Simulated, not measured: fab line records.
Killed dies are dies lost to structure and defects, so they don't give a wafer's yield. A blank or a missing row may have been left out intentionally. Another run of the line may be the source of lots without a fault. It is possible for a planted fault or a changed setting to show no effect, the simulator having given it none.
Comparing a struck lot with a sound one :: flow sfq-line :: 13 out of 325 route steps
Sound: these wafers, L157.4, L157.5, L157.6. The struck wafers were L152.2, L152.4, L152.6. The cause comes at the end.
Per side, at each step with rows, come the tool, then ch with its chambers, and then its first start. Under that, the readings that differ: sound wafers :: struck wafers :: difference of the means :: sigmas: that difference in standard deviations of wafers without a fault.
alike: readings with means less than 2 such deviations apart, plus words and numbers identical on both sides. not compared: withheld readings, readings lacking a value on some wafer, bounds such as >300 that could conceal the same value, and numbers that have no deviation in the record and whose values overlap.
The two part at a step that has a row with sigmas, a row that says differs or no value, or rows on one side only. Non-overlapping numbers with no deviation appear without sigmas and do not part them. A reading that every wafer of one side lacks parts them only if that side has two wafers or more.

SFQ_TRILAYER_I0_VIA_BARC_OPEN_VIA_ETCH_046: etches BARC in O2, target depth 125 nm, time 41.7 s.
  sound on rie-diel-02 ch 0,1, day 23 12:37; struck on rie-diel-04 ch 0,1,3, day 21 13:32
  alike: drypump-motor-current-A, oes-product-au
  not compared: rf-hours-counter-h
SFQ_TRILAYER_I0_VIA_ETCH_VIA_ETCH_034: etches SiO2 in CHF3, stops on Nb, target depth 260 nm.
  sound on rie-diel-02 ch 0,1, day 23 12:39; struck on rie-diel-04 ch 0,1,3, day 21 13:35
  alike: drypump-motor-current-A, oes-product-au
SFQ_TRILAYER_I0_VIA_STRIP_STRIP_035: strips in O2.
  sound on rie-metal-01 ch 0,1, day 23 12:58; struck on rie-metal-02 ch 0, day 21 13:41
  alike: drypump-motor-current-A, oes-product-au
  not compared: rf-hours-counter-h
then, 2 steps without rows for these wafers: SFQ_TRILAYER_I0_VIA_STRIP_SOLV_CLEAN_036 (cleans in NMP, time 600 s); SFQ_TRILAYER_M1_DEP_PRE_CLEAN_038 (time 22.5 s).
SFQ_TRILAYER_M1_DEP_SPUTTER_037: material Nb, target thk 200 nm, time 133.3 s.
  struck on pvd-sputter-05, day 21 14:29; sound on pvd-sputter-06, day 23 13:34
  alike: base-pressure-pa, throttle-valve-pct
SFQ_M1_RS_MEAS_909: measures by four-point-probe.
  struck on film-metro-01, day 21 14:37; sound on film-metro-02, day 23 13:43
  alike: M1_NB_RS
then, 4 steps without rows for these wafers: SFQ_TRILAYER_M1_LITHO_COAT_044 (resist thk 62 nm); SFQ_TRILAYER_M1_LITHO_COAT_039 (resist thk 600 nm); SFQ_TRILAYER_M1_LITHO_SOFTBAKE_043; SFQ_TRILAYER_M1_LITHO_EXPOSE_040 (exposes mask M1, target cd 500 nm).
-- the record jumps here: 6 days lie between the struck wafers' starts before and after --
SFQ_TRILAYER_M1_LITHO_PEB_042: peb time 60 s.
  sound on litho-track-04 ch 0, day 29 05:08; struck on litho-track-03, day 27 16:38
  no value came back on the struck wafers for chill-plate-temp-C (C), exhaust-pa (Pa), peb-time-s (s); on the sound wafers chill-plate-temp-C (C) reads 23.07 23.02 22.90
then, 1 step without rows for these wafers: SFQ_TRILAYER_M1_LITHO_DEVELOP_041 (time 60 s).

== WHERE THEY PART ==
At SFQ_TRILAYER_M1_LITHO_PEB_042 and nowhere else, as far as this record goes.

WHY: the cause the simulator had injected
Beginning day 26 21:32, the whole step at SFQ_TRILAYER_M1_LITHO_PEB_042 was skipped on litho-track-03. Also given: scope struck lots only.
